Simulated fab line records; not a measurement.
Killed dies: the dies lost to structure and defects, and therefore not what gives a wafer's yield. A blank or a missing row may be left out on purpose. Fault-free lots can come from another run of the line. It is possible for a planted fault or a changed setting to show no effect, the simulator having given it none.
Problem report in the 8D (eight disciplines) form, filled by code || flow gf180mcu || the parts of the form that need people (team, actions taken, sign-off) are left out

== 1. THE ISSUE ==
Wafers without a fault read 37.94, standard deviation 0.048; exposure_dose_mJ_cm2 at GF_V5_EXPOSE_11 reads a mean of 38.48 on 9 wafers belonging to 3 lots. That is +11 standard deviations from the usual mean.
The step: exposes mask Via5, target cd 260 nm.
First seen on wafer L673.1, day 32 17:53, on krf_scanner-02. The record has a number at this step for 36 wafers belonging to 12 lots. Rule for "out", or "out of limits": more than 4 standard deviations from the usual mean. The rest of the wafers with a number are treated as sound.

== 2. WHAT IT IS AND WHAT IT IS NOT ==
{"question": "which readings at this step", "is": "exposure_dose_mJ_cm2", "is not": "-"}
{"question": "which lots", "is": "L673, L674, L675", "is not": "L652, L654, L657, L658, L659, L661, L663, L664, L666"}
{"question": "which wafers of those lots", "is": "all that have a number", "is not": "-"}
{"question": "read on which tools", "is": "krf_scanner-02", "is not": "krf_scanner-01"}
{"question": "when", "is": "from day 32 17:53", "is not": "up to then (27 sound wafers)"}

== 3. SUSPECTS, AND WHAT RULES EACH OUT ==
Counting: a tool at a process step up to the reading stays a suspect if it ran every lot that is out and no sound lot after the first of them.
- krf_scanner-02 at GF_V5_EXPOSE_11 (exposes mask Via5, target cd 260 nm): kept. All lots that are out passed through it, beginning with L673 at day 32 17:53, and no sound lot followed; its final sound lot before that point was L663 at day 30 10:32. Its own exposure_dose_mJ_cm2 readings are out on those wafers.
The count leaves krf_scanner-02 at GF_V5_EXPOSE_11.

== 4. THE CAUSE (what the simulator had put in) ==
Process parameters drifting: krf_scanner-02 at GF_V5_EXPOSE_11, beginning at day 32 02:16. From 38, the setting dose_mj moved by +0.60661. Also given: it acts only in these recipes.
Only this tool survived the counting.

== 5. SEQUENCE OF EFFECTS, ordered by route ==
Each row: a reading whose mean over the struck wafers that have a number lies more than 3 standard deviations from the usual. Readings are gone through only where the record gives a usual standard deviation; hours: the median, over the lots, of the time from a lot's start at the first step in this table giving one to that lot's start at this step; sigmas: the change measured in usual standard deviations.
{"hours": 0, "step": "GF_V5_EXPOSE_11", "reading": "exposure_dose_mJ_cm2", "usual": 37.94, "on struck wafers": 38.48, "change": "+0.54", "sigmas": "+11"}
Its process steps:
- GF_V5_EXPOSE_11: exposes mask Via5, target cd 260 nm.

== 6. HOW IT WOULD HAVE BEEN CAUGHT EARLIER ==
First out-of-limits reading in this record: day 32 17:53, which is 16 hours after fault onset at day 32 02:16.
